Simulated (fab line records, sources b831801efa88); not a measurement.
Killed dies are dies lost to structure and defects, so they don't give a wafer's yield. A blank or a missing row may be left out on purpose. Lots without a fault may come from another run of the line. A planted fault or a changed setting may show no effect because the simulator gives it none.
Which tool did it? | flow gf180mcu | 12 lots, 36 wafers sampled, at 5 steps of a route of 602

WHAT THE GAUGES READ, wafer by wafer
GF_V5_THK_MEAS_25: measures by xrf.
lot  | measured     | on            | V5_W_THK (nm)
L075 | day 27 20:27 | film_metro-03 | 346 350 354
L077 | day 28 12:20 | film_metro-03 | 349 343 346
L079 | day 28 19:20 | film_metro-01 | 350 358 349
L081 | day 29 13:14 | film_metro-03 | 339 344 345
L083 | day 30 12:53 | film_metro-02 | 356 353 352
L085 | day 30 20:16 | film_metro-02 | 349 354 348
L087 | day 31 12:22 | film_metro-03 | 346 342 343
L089 | day 31 17:53 | film_metro-01 | 345 351 350
L091 | day 32 08:23 | film_metro-03 | 347 340 340
L093 | day 32 21:55 | film_metro-03 | 350 347 352
L095 | day 33 07:41 | film_metro-03 | 346 348 350
L097 | day 33 15:31 | film_metro-01 | 346 346 347

WHICH TOOL RAN EACH LOT (tool, then ch and the chambers of the sampled wafers, then the start)
lot  | GF_V4_SPUTTER_22             | GF_MIM_SPUTTER_00            | GF_M5_ETCH_09                      | GF_V5_ETCH_17
L075 | pvd_sputter-04, day 25 02:22 | pvd_sputter-03, day 25 03:00 | rie_diel-04 ch 1,2,3, day 26 21:39 | rie_diel-03 ch 0,1,3, day 27 20:27 or earlier
L077 | pvd_sputter-04, day 25 19:12 | pvd_sputter-03, day 25 19:55 | rie_diel-01 ch 0,2,3, day 27 13:19 | rie_diel-03 ch 1,2,3, day 28 12:20 or earlier
L079 | pvd_sputter-01, day 26 02:09 | pvd_sputter-03, day 26 02:53 | rie_diel-04 ch 0,1, day 27 20:35   | rie_diel-04 ch 0,2, day 28 19:20 or earlier
L081 | pvd_sputter-04, day 26 20:30 | pvd_sputter-03, day 26 21:13 | rie_diel-01 ch 0,1,2, day 28 14:40 | rie_diel-04 ch 0,2,3, day 29 13:14 or earlier
L083 | pvd_sputter-01, day 27 23:52 | pvd_sputter-01, day 28 00:29 | rie_diel-03 ch 0,1,2, day 29 16:14 | rie_diel-02 ch 0,1,2, day 30 12:53 or earlier
L085 | pvd_sputter-04, day 28 06:00 | pvd_sputter-03, day 28 06:38 | rie_diel-03 ch 1,2,3, day 29 22:58 | rie_diel-04 ch 0,1,2, day 30 20:16 or earlier
L087 | pvd_sputter-01, day 28 23:41 | pvd_sputter-03, day 29 00:19 | rie_diel-03 ch 1,2,3, day 30 15:40 | rie_diel-02 ch 2,3, day 31 12:22 or earlier
L089 | pvd_sputter-02, day 29 07:26 | pvd_sputter-03, day 29 08:04 | rie_diel-04 ch 1,2, day 30 21:59   | rie_diel-02 ch 0,1,3, day 31 17:53 or earlier
L091 | pvd_sputter-01, day 29 22:31 | pvd_sputter-01, day 29 23:09 | rie_diel-03 ch 0,1,2, day 31 12:35 | rie_diel-02 ch 0,1,3, day 32 08:23 or earlier
L093 | pvd_sputter-02, day 30 14:47 | pvd_sputter-02, day 30 15:25 | rie_diel-01 ch 0,3, day 32 03:01   | rie_diel-02 ch 0,1,2, day 32 21:55 or earlier
L095 | pvd_sputter-02, day 31 00:53 | pvd_sputter-02, day 31 01:35 | rie_diel-04 ch 0,1,2, day 32 13:14 | rie_diel-02 ch 0,1,2, day 33 07:41 or earlier
L097 | pvd_sputter-04, day 31 10:01 | pvd_sputter-02, day 31 10:39 | rie_diel-03 ch 0,1, day 32 21:41   | rie_diel-02 ch 2,3, day 33 15:31 or earlier
- GF_V4_SPUTTER_22: material TiN, target thk 10 nm, time 40 s.
- GF_MIM_SPUTTER_00: material Ti, target thk 37.5 nm, time 150 s.
- GF_M5_ETCH_09: etches Si3N4 in CF4/O2, target depth 52 nm, time 11.6 s.
- GF_V5_ETCH_17: etches SiO2 in C4F8/O2/Ar, stops on TiN, target depth 855 nm.

THE ANSWER, worked out from the rows above alone
Rule: what is usual is taken from the lots themselves. Put in order of their means at a reading, lots are off if they are a third of the lots or fewer, leave a main group of 4 or more, and stand apart from it by a gap of 3 or more times the standard deviation of the main group's means; of several such gaps the widest counts. A main group whose means are all the same, to the digits that the tables above print for the reading, isn't used. A lot without any number at a reading at which 4 lots or more have one is off too. The other lots that the step has rows for count as sound.
No lot is off at any reading shown: from this, nothing can be told.

WHAT THE SIMULATOR HAD PUT IN
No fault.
